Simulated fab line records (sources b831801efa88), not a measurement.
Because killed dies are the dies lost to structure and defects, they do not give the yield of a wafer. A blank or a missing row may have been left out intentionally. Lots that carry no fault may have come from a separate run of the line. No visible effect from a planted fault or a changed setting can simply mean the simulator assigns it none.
fab line records	flow sky130
[record] lots = 5	wafers = 15	last_day = 49
route steps=708 shown CONTACT@411
lots with no fault: from the same line, run without faults
start_h: the number of hours between the record's first day and the start of the first shown wafer of the lot	wait_h: hours from the lot's prior step to this one	" same as the row above	L1.1+2: one row covering several wafers at once	- no value, or no start given	* or withheld: withheld	< > ~ a bound
route shown NAME@n: names a module that has steps shown in the file, with the first one's number in the route	usual: average and standard deviation across the fault-free wafers	same: alike in all rows	chamber/n: place in a boat	sites: the reading at each site	_std_site: standard deviation across them	_edge_site: outer sites' mean less inner sites'	radius_mm: how far each site lies from the wafer's centre	mask NAME#n: copy n	behind: the most recent tool/chamber to have shaped the wafer	hold: why the lot was held/for how many hours/how that ended	device: the n, p or np transistor that did not switch	end of line: at the end of the route, the tests of the same wafers	a step given without rows: its recipe and nothing more	killed: not the wafer's yield, but the dies lost to structure and defects at the first sort	map: a wafer's dies, marking killed ones x, the rest . and places with no die _
set.NAME: the run value of the setting; set.NAME@STEP: its run value at that earlier step	model.NAME: the simulator's own value behind a step, which no gauge read
lots at selected steps of the route; one table per step, one row per wafer
services: from which hour (start_h, from the record's first day; less than 0 if before it) a tool's chamber was out of use, for how many hours, and why
[[steps]]
[step SKY_CONTACT_BOW_MEAS_05]
[recipe] mode = bow
[usual] CONTACT_BOW = 82/7.4
lot.wafer	tool	chamber	start_h	wait_h	CONTACT_BOW[um]
L074.2	film_metro-01	-	714.14	0.2	76
L074.5	"	-	"	"	82
L074.6	"	-	"	"	84
L078.1	film_metro-04	-	741.10	0.1	73
L078.2	"	-	"	"	74
L078.3	"	-	"	"	87
L079.1	film_metro-01	-	755.12	0.2	85
L079.3	"	-	"	"	83
L079.5	"	-	"	"	83
L093.2	film_metro-01	-	853.64	0.2	81
L093.3	"	-	"	"	74
L093.5	"	-	"	"	82
L094.2	film_metro-03	-	862.59	0.2	75
L094.3	"	-	"	"	67
L094.5	"	-	"	"	99
[step SKY_CONTACT_DEHYDRATE_06]
[recipe] temp_c = 200	time_s = 60
lot.wafer	tool	chamber	start_h	wait_h
L074.2+5+6	litho_track-03	0	726.30	12.1
L078.1+2+3	litho_track-02	0	753.59	12.5
L079.1+3+5	litho_track-01	0	767.88	12.7
L093.2+3+5	litho_track-03	0	866.35	12.7
L094.2+3+5	litho_track-01	0	875.26	12.7
[step SKY_CONTACT_HMDS_07]
[recipe] prime_time_s = 60	prime_temp_c = 120
lot.wafer	tool	chamber	start_h	wait_h
L074.2+5+6	litho_track-03	0	726.45	0.1
L078.1+2+3	litho_track-02	0	753.74	0.1
L079.1+3+5	litho_track-01	0	768.03	0.1
L093.2+3+5	litho_track-03	0	866.50	0.1
L094.2+3+5	litho_track-01	0	875.41	0.1
[step SKY_CONTACT_COAT_08]
[recipe] resist = BARC	temp_c = withheld	time_s = withheld	spin_rpm = 3000	resist_thk_nm = 60
lot.wafer	tool	chamber	start_h	wait_h
L074.2+5+6	litho_track-03	0	726.60	0.1
L078.1+2+3	litho_track-02	0	753.89	0.1
L079.1+3+5	litho_track-01	0	768.18	0.1
L093.2+3+5	litho_track-03	0	866.65	0.1
L094.2+3+5	litho_track-01	0	875.56	0.1
[step SKY_CONTACT_COAT_09]
[recipe] resist = KrF-thick	spin_rpm = 3000	resist_thk_nm = 450
lot.wafer	tool	chamber	start_h	wait_h
L074.2+5+6	litho_track-03	0	-	-
L078.1+2+3	litho_track-02	0	-	-
L079.1+3+5	litho_track-01	0	-	-
L093.2+3+5	litho_track-03	0	-	-
L094.2+3+5	litho_track-01	0	-	-
[step SKY_CONTACT_SOFTBAKE_10]
[recipe] temp_c = 100	time_s = 90	resist = KrF-thick
lot.wafer	tool	chamber	start_h	wait_h
L074.2+5+6	litho_track-03	0	-	-
L078.1+2+3	litho_track-02	0	-	-
L079.1+3+5	litho_track-01	0	-	-
L093.2+3+5	litho_track-03	0	-	-
L094.2+3+5	litho_track-01	0	-	-
[step SKY_CONTACT_EXPOSE_11]
[recipe] mask_id = CTM1	na = 0.8	source_shape = annular	sigma_inner = 0.55	sigma_outer = 0.85	target_cd_nm = 170	dose_mj = 38
[usual] reticle_temp_C = 23.00/0.1
lot.wafer	tool	chamber	start_h	wait_h	mask	reticle_temp_C
L074.2	krf_scanner-02	0	-	-	CTM1#0	22.95
L074.5	"	0	"	"	CTM1#0	22.89
L074.6	"	0	"	"	CTM1#0	22.87
L078.1	krf_scanner-01	0	-	-	CTM1#0	23.10
L078.2	"	0	"	"	CTM1#0	23.13
L078.3	"	0	"	"	CTM1#0	22.95
L079.1	krf_scanner-01	0	-	-	CTM1#0	23.06
L079.3	"	0	"	"	CTM1#0	22.91
L079.5	"	0	"	"	CTM1#0	22.84
L093.2	krf_scanner-02	0	-	-	CTM1#0	22.96
L093.3	"	0	"	"	CTM1#0	22.89
L093.5	"	0	"	"	CTM1#0	22.95
L094.2	krf_scanner-02	0	-	-	CTM1#0	23.06
L094.3	"	0	"	"	CTM1#0	23.09
L094.5	"	0	"	"	CTM1#0	22.93
[step SKY_CONTACT_PEB_12]
[recipe] peb_temp_c = withheld	peb_time_s = withheld	resist = KrF-thick
lot.wafer	tool	chamber	start_h	wait_h
L074.2+5+6	litho_track-03	0	-	-
L078.1+2+3	litho_track-01	0	-	-
L079.1+3+5	litho_track-01	0	-	-
L093.2+3+5	litho_track-02	0	-	-
L094.2+3+5	litho_track-02	0	-	-
[step SKY_CONTACT_DEVELOP_13]
[recipe] develop_time_s = 60	resist = KrF-thick	dev_temp_c = 21
lot.wafer	tool	chamber	start_h	wait_h
L074.2+5+6	litho_track-03	0	-	-
L078.1+2+3	litho_track-01	0	-	-
L079.1+3+5	litho_track-01	0	-	-
L093.2+3+5	litho_track-02	0	-	-
L094.2+3+5	litho_track-02	0	-	-
[step SKY_CONTACT_CD_MEAS_14]
[recipe] target_cd_nm = 170
[usual] cd_nm = 170.3/1.5
lot.wafer	tool	chamber	start_h	wait_h	cd_nm
L074.2	cd_sem-02	-	741.35	-	171.0
L074.5	"	-	"	"	172.7
L074.6	"	-	"	"	172.8
L078.1	cd_sem-02	-	767.08	-	169.7
L078.2	"	-	"	"	169.9
L078.3	"	-	"	"	167.7
L079.1	cd_sem-01	-	781.73	-	167.8
L079.3	"	-	"	"	170.2
L079.5	"	-	"	"	169.3
L093.2	cd_sem-02	-	880.16	-	168.2
L093.3	"	-	"	"	169.4
L093.5	"	-	"	"	169.4
L094.2	cd_sem-01	-	888.56	-	167.9
L094.3	"	-	"	"	168.1
L094.5	"	-	"	"	168.6
[step SKY_CONTACT_OVL_MEAS_15]
[usual] CONTACT_OVL = 1/6
lot.wafer	tool	chamber	start_h	wait_h	CONTACT_OVL[nm]
L074.2	overlay-01	-	741.45	0.1	8
L074.5	"	-	"	"	8
L074.6	"	-	"	"	3
L078.1	overlay-02	-	767.20	0.1	2
L078.2	"	-	"	"	-3
L078.3	"	-	"	"	-2
L079.1	overlay-01	-	781.85	0.1	-5
L079.3	"	-	"	"	-3
L079.5	"	-	"	"	-5
L093.2	overlay-01	-	880.27	0.1	2
L093.3	"	-	"	"	-4
L093.5	"	-	"	"	1
L094.2	overlay-02	-	888.67	0.1	2
L094.3	"	-	"	"	7
L094.5	"	-	"	"	8
[step SKY_CONTACT_ETCH_16]
[recipe] chemistry = N2/H2	target = BARC	ion_energy_ev = 200	source_w = 500	bias_w = 100	pressure_mtorr = 30	n2_flow_sccm = 100	h2_flow_sccm = 200	stop_on = SiO2	time_s = 45.9	target_depth_a = 600
[usual] drypump_motor_current_A = 5.7/0.4	h2_flow_sccm = 200.0/0.62	oes_product_au = 0.855/0.0052	throttle_valve_pct = 13.225/0.0086
lot.wafer	tool	chamber	start_h	wait_h	drypump_motor_current_A	h2_flow_sccm	oes_product_au	rf_hours_counter_h	throttle_valve_pct
L074.2	rie_diel-04	3	741.48	0.0	5.3	200.0	0.856	2	13.231
L074.5	"	1	"	"	5.4	200.2	0.856	-	13.240
L074.6	"	2	"	"	5.1	200.6	0.853	-	13.246
L078.1	rie_diel-04	1	767.24	0.0	5.4	200.8	0.854	4	13.226
L078.2	"	0	"	"	5.7	199.6	0.862	18	13.220
L078.3	"	3	"	"	5.3	200.0	0.852	3	13.215
L079.1	rie_diel-01	3	781.89	0.0	6.1	200.8	0.859	8	13.204
L079.3	"	2	"	"	5.5	198.2	0.858	11	13.217
L079.5	"	0	"	"	5.5	199.8	0.856	-	13.235
L093.2	rie_diel-03	1	880.30	0.0	6.0	200.4	0.847	2	13.229
L093.3	"	2	"	"	5.9	200.0	0.849	8	13.216
L093.5	"	2	"	"	5.9	199.6	0.857	-	13.232
L094.2	rie_diel-01	1	888.70	0.0	6.1	200.5	0.849	13	13.226
L094.3	"	0	"	"	5.5	199.9	0.856	3	13.218
L094.5	"	1	"	"	6.1	200.4	0.856	-	13.230
[step SKY_CONTACT_ETCH_17]
[recipe] target = SiO2	chemistry = C4F8/O2/Ar	stop_on = Si3N4	mask_material = KrF-thick	source_w = 1500	bias_w = 1200	pressure_mtorr = 40	c4f8_flow_sccm = withheld	O2_flow_sccm = 6	Ar_flow_sccm = 300	time_s = withheld	target_depth_a = 3400
[usual] oes_product_au = 0.891/0.0054
lot.wafer	tool	chamber	start_h	wait_h	oes_product_au
L074.2	rie_diel-04	3	741.53	0.0	0.891
L074.5	"	1	"	"	0.889
L074.6	"	2	"	"	0.890
L078.1	rie_diel-04	1	767.28	0.0	0.890
L078.2	"	0	"	"	0.893
L078.3	"	3	"	"	0.898
L079.1	rie_diel-01	3	781.93	0.0	0.893
L079.3	"	2	"	"	0.886
L079.5	"	0	"	"	0.895
L093.2	rie_diel-03	1	880.34	0.0	0.892
L093.3	"	2	"	"	0.888
L093.5	"	2	"	"	0.883
L094.2	rie_diel-01	1	888.74	0.0	0.886
L094.3	"	0	"	"	0.883
L094.5	"	1	"	"	0.888
[step SKY_CONTACT_ETCH_18]
[recipe] target = Si3N4	chemistry = CHF3/O2	stop_on = TiN	source_w = 600	bias_w = 200	pressure_mtorr = 40	chf3_flow_sccm = 50	O2_flow_sccm = 5	time_s = 39	target_depth_a = 750
[usual] drypump_motor_current_A = 5.7/0.39	oes_product_au = 0.856/0.008	throttle_valve_pct = 8.791/0.0082
lot.wafer	tool	chamber	start_h	wait_h	drypump_motor_current_A	oes_product_au	rf_hours_counter_h	throttle_valve_pct
L074.2	rie_diel-04	3	-	-	5.3	0.850	2	8.783
L074.5	"	1	"	"	5.4	0.864	-	8.797
L074.6	"	2	"	"	5.0	0.868	-	8.789
L078.1	rie_diel-04	1	-	-	5.4	0.845	4	8.775
L078.2	"	0	"	"	5.7	0.847	18	8.784
L078.3	"	3	"	"	5.3	0.859	3	8.790
L079.1	rie_diel-01	3	-	-	6.0	0.859	8	8.803
L079.3	"	2	"	"	5.5	0.852	11	8.793
L079.5	"	0	"	"	5.5	0.858	-	8.793
L093.2	rie_diel-03	1	-	-	6.0	0.854	2	8.782
L093.3	"	2	"	"	5.8	0.860	8	8.785
L093.5	"	2	"	"	5.8	0.862	-	8.790
L094.2	rie_diel-01	1	-	-	6.1	0.855	13	8.799
L094.3	"	0	"	"	5.5	0.863	3	8.803
L094.5	"	1	"	"	6.1	0.871	-	8.781
[step SKY_CONTACT_STRIP_19]
[recipe] chemistry = O2/N2	power_w = 1400	pressure_mtorr = 1500	platen_temp_c = withheld	o2_flow_sccm = 3000	n2_flow_sccm = 300	overash_fraction = 0.5
[usual] drypump_motor_current_A = 5.7/0.3	oes_product_au = 0.381/0.005	strip_time_to_endpoint_s = 3.63/0.046
lot.wafer	tool	chamber	start_h	wait_h	drypump_motor_current_A	oes_product_au	rf_hours_counter_h	strip_time_to_endpoint_s
L074.2	plasma_asher-01	1	741.62	-	5.9	0.383	30	3.70
L074.5	"	1	"	"	5.9	0.382	-	3.62
L074.6	"	0	"	"	6.2	0.379	-	3.68
L078.1	plasma_asher-04	0	767.37	-	5.5	0.376	3	3.56
L078.2	"	1	"	"	5.1	0.378	3	3.64
L078.3	"	0	"	"	5.5	0.381	-	3.65
L079.1	plasma_asher-03	0	782.02	-	5.5	0.389	59	3.71
L079.3	"	0	"	"	5.5	0.371	-	3.60
L079.5	"	0	"	"	5.5	0.372	-	3.63
L093.2	plasma_asher-03	1	880.43	-	5.6	0.386	69	3.68
L093.3	"	1	"	"	5.6	0.373	-	3.61
L093.5	"	0	"	"	5.5	0.382	-	3.61
L094.2	plasma_asher-01	1	888.83	-	5.9	0.381	45	3.57
L094.3	"	0	"	"	6.2	0.377	-	3.56
L094.5	"	1	"	"	5.9	0.384	-	3.57
[step SKY_CONTACT_STRIP_20]
[recipe] chemistry = post_etch_residue_remover	time_s = 1200	temp_c = 72.5
[usual] bath_guard_temp_C = 73.1/0.7
lot.wafer	tool	chamber	start_h	wait_h	bath_guard_temp_C
L074.2	wet_bench-03	2	741.72	0.1	72.5
L074.5	"	2	"	"	72.7
L074.6	"	2	"	"	72.6
L078.1	wet_bench-02	0	767.47	0.1	72.6
L078.2	"	0	"	"	72.9
L078.3	"	0	"	"	72.8
L079.1	wet_bench-02	3	782.12	0.1	73.6
L079.3	"	3	"	"	73.5
L079.5	"	3	"	"	73.4
L093.2	wet_bench-02	3	880.53	0.1	73.6
L093.3	"	3	"	"	73.9
L093.5	"	3	"	"	73.8
L094.2	wet_bench-02	3	888.95	0.1	73.5
L094.3	"	3	"	"	73.7
L094.5	"	3	"	"	73.3
[step SKY_CONTACT_CLEAN_21]
[recipe] chemistry = IPA	time_s = 180	temp_c = 25
lot.wafer	tool	chamber	start_h	wait_h
L074.2+5+6	wet_bench-02	2	742.06	0.0
L078.1+2+3	wet_bench-04	1	767.84	0.0
L079.1+3+5	wet_bench-04	1	782.49	0.0
L093.2+3+5	wet_bench-04	2	880.87	0.0
L094.2+3+5	wet_bench-02	2	889.30	0.0
[step SKY_CONTACT_CLEAN_22]
[recipe] chemistry = O3/DIW	dry = n2_spin
lot.wafer	tool	chamber	start_h	wait_h
L074.2+5+6	wet_bench-03	1	742.12	0.0
L078.1+2+3	wet_bench-03	3	767.90	0.0
L079.1+3+5	wet_bench-02	3	782.55	0.0
L093.2+3+5	wet_bench-03	0	880.93	0.0
L094.2+3+5	wet_bench-03	2	889.35	0.0
[step SKY_CONTACT_SPUTTER_23]
[recipe] material = TiN	target_thk_nm = 20	chamber_pressure_pa = 5	power_w = 4000	time_s = 80
[usual] throttle_valve_pct = 29.8/1.1
lot.wafer	tool	chamber	start_h	wait_h	throttle_valve_pct
L074.2	pvd_sputter-04	-	742.21	0.0	31.1
L074.5	"	-	"	"	28.8
L074.6	"	-	"	"	28.8
L078.1	pvd_sputter-04	-	767.99	0.0	28.6
L078.2	"	-	"	"	31.2
L078.3	"	-	"	"	28.8
L079.1	pvd_sputter-03	-	782.65	0.0	29.6
L079.3	"	-	"	"	28.6
L079.5	"	-	"	"	30.1
L093.2	pvd_sputter-03	-	881.11	0.0	28.6
L093.3	"	-	"	"	30.0
L093.5	"	-	"	"	31.1
L094.2	pvd_sputter-04	-	889.45	0.0	30.7
L094.3	"	-	"	"	29.4
L094.5	"	-	"	"	29.3
[step SKY_CONTACT_CVD_24]
[recipe] material = W	target_thk_nm = 340	time_s = 102.12	temp_c = 400	pressure_torr = 40
[usual] chamber_pressure_Torr = 40.01/0.098	heater_power_w = 913/92
lot.wafer	tool	chamber	start_h	wait_h	chamber_pressure_Torr	heater_power_w
L074.2	cvd_w-02	1	742.28	0.0	40.11	898
L074.5	"	0	"	"	40.11	992
L074.6	"	1	"	"	40.12	905
L078.1	cvd_w-01	1	768.05	0.0	40.08	730
L078.2	"	0	"	"	40.00	922
L078.3	"	1	"	"	40.01	750
L079.1	cvd_w-02	1	782.71	0.0	40.04	904
L079.3	"	0	"	"	40.13	1019
L079.5	"	0	"	"	39.96	996
L093.2	cvd_w-01	1	881.17	0.0	39.96	774
L093.3	"	0	"	"	39.96	929
L093.5	"	1	"	"	40.10	775
L094.2	cvd_w-02	1	889.52	0.0	39.91	883
L094.3	"	0	"	"	40.01	995
L094.5	"	1	"	"	39.98	902
[step SKY_CONTACT_RS_MEAS_25]
[recipe] thk_meas_gauge = four-point-probe	reads = W_of_CONTACT_CVD_24+TiN_of_CONTACT_SPUTTER_23
[usual] CONTACT_W_RS = 0.335/0.0057
lot.wafer	tool	chamber	start_h	wait_h	CONTACT_W_RS[ohm/sq]
L074.2	film_metro-03	-	742.41	0.1	0.332
L074.5	"	-	"	"	0.333
L074.6	"	-	"	"	0.334
L078.1	film_metro-01	-	768.16	0.1	0.342
L078.2	"	-	"	"	0.341
L078.3	"	-	"	"	0.342
L079.1	film_metro-03	-	782.84	0.1	0.333
L079.3	"	-	"	"	0.342
L079.5	"	-	"	"	0.336
L093.2	film_metro-01	-	881.30	0.1	0.322
L093.3	"	-	"	"	0.339
L093.5	"	-	"	"	0.321
L094.2	film_metro-03	-	889.65	0.1	0.335
L094.3	"	-	"	"	0.332
L094.5	"	-	"	"	0.336
[step SKY_CONTACT_THK_MEAS_26]
[recipe] thk_meas_gauge = xrf	reads = W_of_CONTACT_CVD_24
[usual] CONTACT_W_THK = 347/5.9
lot.wafer	tool	chamber	start_h	wait_h	CONTACT_W_THK[nm]
L074.2	film_metro-03	-	742.52	0.1	353
L074.5	"	-	"	"	351
L074.6	"	-	"	"	347
L078.1	film_metro-01	-	768.28	0.1	343
L078.2	"	-	"	"	344
L078.3	"	-	"	"	343
L079.1	film_metro-03	-	782.96	0.1	347
L079.3	"	-	"	"	339
L079.5	"	-	"	"	346
L093.2	film_metro-01	-	881.41	0.1	356
L093.3	"	-	"	"	338
L093.5	"	-	"	"	358
L094.2	film_metro-03	-	889.76	0.1	347
L094.3	"	-	"	"	348
L094.5	"	-	"	"	346
[[services]]
tool	chamber	start_h	hours	kind
pvd_sputter-04	-	706.96	1.0	repair
rie_diel-03	1	716.87	3.0	repair
rie_diel-01	0	721.76	9.7	repair
rie_diel-01	3	724.90	10.0	repair
rie_diel-03	-	733.75	0.5	repair
rie_diel-04	-	737.98	2.8	pm
krf_scanner-02	-	738.81	1.3	pm
rie_diel-01	2	747.04	12.2	repair
krf_scanner-02	-	752.11	0.3	repair
wet_bench-04	-	757.03	1.9	repair
rie_diel-01	-	757.43	2.8	pm
rie_diel-03	0	762.47	4.5	repair
rie_diel-01	0	767.53	12.5	repair
krf_scanner-02	-	771.11	4.7	repair
pvd_sputter-04	-	774.40	3.2	repair
krf_scanner-02	-	778.67	0.2	repair
cvd_w-02	-	782.85	0.9	repair
rie_diel-01	1	788.17	4.1	repair
krf_scanner-02	-	803.97	1.0	pm
krf_scanner-02	-	808.96	1.2	repair
rie_diel-04	-	814.09	2.4	repair
rie_diel-03	-	814.75	2.0	repair
rie_diel-04	2	824.43	4.9	repair
rie_diel-01	3	880.35	2.7	repair
[[key]]
fault none
